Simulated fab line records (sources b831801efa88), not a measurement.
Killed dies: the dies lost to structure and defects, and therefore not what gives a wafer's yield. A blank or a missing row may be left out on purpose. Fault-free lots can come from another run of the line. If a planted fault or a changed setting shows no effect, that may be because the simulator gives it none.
Split-lot study :: flow sky130 :: 23 wafers read across 5 lots, on a route 708 steps long

== SPLIT DETAILS ==
At SKY_VT_ADJUST_HVTR_DEVELOP_06 (develop time 60 s), the setting develop-time-s was moved away from the recipe's 60 s on 8 of the 23 wafers read, by -6.1% to +13.4%. All remaining wafers had this setting at the recipe value.

There is no step in the file separating the split from the reading.

== THE READING ==
Shown in nm: cd-nm at SKY_VT_ADJUST_HVTR_CD_MEAS_07, with target cd 380 nm. Typical for fault-free wafers on this fab line: 379.9 nm, with standard deviation 2.5 nm.

wafer: L074.1
tool, chamber at the split: litho-track-02, 0
develop-time-s as run, s: 60
against the recipe: recipe
cd-nm, nm: 375.1
against lot-mates on the recipe: -

wafer: L074.2
tool, chamber at the split: litho-track-02, 0
develop-time-s as run, s: 60
against the recipe: recipe
cd-nm, nm: 377.2
against lot-mates on the recipe: -

wafer: L074.3
tool, chamber at the split: litho-track-02, 0
develop-time-s as run, s: 56.34
against the recipe: -6.1%
cd-nm, nm: 372.0
against lot-mates on the recipe: -4.7

wafer: L074.5
tool, chamber at the split: litho-track-02, 0
develop-time-s as run, s: 60
against the recipe: recipe
cd-nm, nm: 377.8
against lot-mates on the recipe: -

wafer: L074.6
tool, chamber at the split: litho-track-02, 0
develop-time-s as run, s: 56.34
against the recipe: -6.1%
cd-nm, nm: 374.6
against lot-mates on the recipe: -2.1

wafer: L076.1
tool, chamber at the split: litho-track-03, 0
develop-time-s as run, s: 60
against the recipe: recipe
cd-nm, nm: 379.2
against lot-mates on the recipe: -

wafer: L076.2
tool, chamber at the split: litho-track-03, 0
develop-time-s as run, s: 60
against the recipe: recipe
cd-nm, nm: 381.4
against lot-mates on the recipe: -

wafer: L076.5
tool, chamber at the split: litho-track-03, 0
develop-time-s as run, s: 60
against the recipe: recipe
cd-nm, nm: 381.5
against lot-mates on the recipe: -

wafer: L080.2
tool, chamber at the split: litho-track-04, 0
develop-time-s as run, s: 68.01
against the recipe: +13.4%
cd-nm, nm: 392.1
against lot-mates on the recipe: +10.8

wafer: L080.3
tool, chamber at the split: litho-track-04, 0
develop-time-s as run, s: 68.01
against the recipe: +13.4%
cd-nm, nm: 392.3
against lot-mates on the recipe: +10.9

wafer: L080.4
tool, chamber at the split: litho-track-04, 0
develop-time-s as run, s: 60
against the recipe: recipe
cd-nm, nm: 380.5
against lot-mates on the recipe: -

wafer: L080.5
tool, chamber at the split: litho-track-04, 0
develop-time-s as run, s: 60
against the recipe: recipe
cd-nm, nm: 382.2
against lot-mates on the recipe: -

wafer: L080.6
tool, chamber at the split: litho-track-04, 0
develop-time-s as run, s: 68.01
against the recipe: +13.4%
cd-nm, nm: 391.4
against lot-mates on the recipe: +10.0

wafer: L079.1
tool, chamber at the split: litho-track-02, 0
develop-time-s as run, s: 62.74
against the recipe: +4.6%
cd-nm, nm: 384.1
against lot-mates on the recipe: +2.0

wafer: L079.2
tool, chamber at the split: litho-track-02, 0
develop-time-s as run, s: 60
against the recipe: recipe
cd-nm, nm: 381.7
against lot-mates on the recipe: -

wafer: L079.3
tool, chamber at the split: litho-track-02, 0
develop-time-s as run, s: 62.74
against the recipe: +4.6%
cd-nm, nm: 384.5
against lot-mates on the recipe: +2.4

wafer: L079.4
tool, chamber at the split: litho-track-02, 0
develop-time-s as run, s: 60
against the recipe: recipe
cd-nm, nm: 382.5
against lot-mates on the recipe: -

wafer: L079.5
tool, chamber at the split: litho-track-02, 0
develop-time-s as run, s: 62.74
against the recipe: +4.6%
cd-nm, nm: 383.8
against lot-mates on the recipe: +1.7

wafer: L083.1
tool, chamber at the split: litho-track-03, 0
develop-time-s as run, s: 60
against the recipe: recipe
cd-nm, nm: 383.9
against lot-mates on the recipe: -

wafer: L083.2
tool, chamber at the split: litho-track-03, 0
develop-time-s as run, s: 60
against the recipe: recipe
cd-nm, nm: 382.1
against lot-mates on the recipe: -

wafer: L083.3
tool, chamber at the split: litho-track-03, 0
develop-time-s as run, s: 60
against the recipe: recipe
cd-nm, nm: 382.4
against lot-mates on the recipe: -

wafer: L083.5
tool, chamber at the split: litho-track-03, 0
develop-time-s as run, s: 60
against the recipe: recipe
cd-nm, nm: 385.7
against lot-mates on the recipe: -

wafer: L083.6
tool, chamber at the split: litho-track-03, 0
develop-time-s as run, s: 60
against the recipe: recipe
cd-nm, nm: 381.8
against lot-mates on the recipe: -

FIT RESULTS
A straight line over all 23 wafers: cd-nm changes by +0.882 nm for each +1% of develop-time-s; r = +0.89; the points scatter about the line by 2.4 nm.
The same after taking each lot's own level away (the mean of its wafers on the recipe; 23 wafers): +0.733 nm for each +1%; r = +0.95; scatter 1.3 nm.
That fit puts the effect of the largest move of develop-time-s on the reading at 9.8 nm.
Measured against the standard deviation above, the lots' own levels, which go from 376.70 to 383.18 nm, span 2.6 times it.
So the slope is not independent of the lot-to-lot level: the two fits are not the same.
Check: +9.46 nm against its lot-mates is what the line predicts for one of the wafers moved furthest among these (+13.4%) when that wafer is left out of the fit. Against them it came out at +10.8 nm.

== THE OTHER SPLITS THESE WAFERS WENT THROUGH ==
Before the reading, these wafers also passed through other splits. Each is held against what the fit with the lots' levels taken away leaves over:
other split on the same wafers: SKY_FIELD_ISO_ETCH_15 time-s
wafers away from the commonest value: 9
r with cd-nm (lot level and that fit taken away): +0.06

other split on the same wafers: SKY_NWELL_SOFTBAKE_06 temp-c
wafers away from the commonest value: 5
r with cd-nm (lot level and that fit taken away): -0.13

other split on the same wafers: SKY_NWELL_IMPLANT_13 energy-kev
wafers away from the commonest value: 10
r with cd-nm (lot level and that fit taken away): -0.15

other split on the same wafers: SKY_VT_ADJUST_HVTP_DEVELOP_06 develop-time-s
wafers away from the commonest value: 8
r with cd-nm (lot level and that fit taken away): +0.51

other split on the same wafers: SKY_VT_ADJUST_LVTN_IMPLANT_08 energy-kev
wafers away from the commonest value: 7
r with cd-nm (lot level and that fit taken away): -0.24

other split on the same wafers: SKY_VT_ADJUST_LVTN_STRIP_09 o2-flow-sccm
wafers away from the commonest value: 11
r with cd-nm (lot level and that fit taken away): -0.26

== FILE'S OWN FIT ==
cd-nm changes by +0.726 nm for each +1% of develop-time-s, r = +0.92.
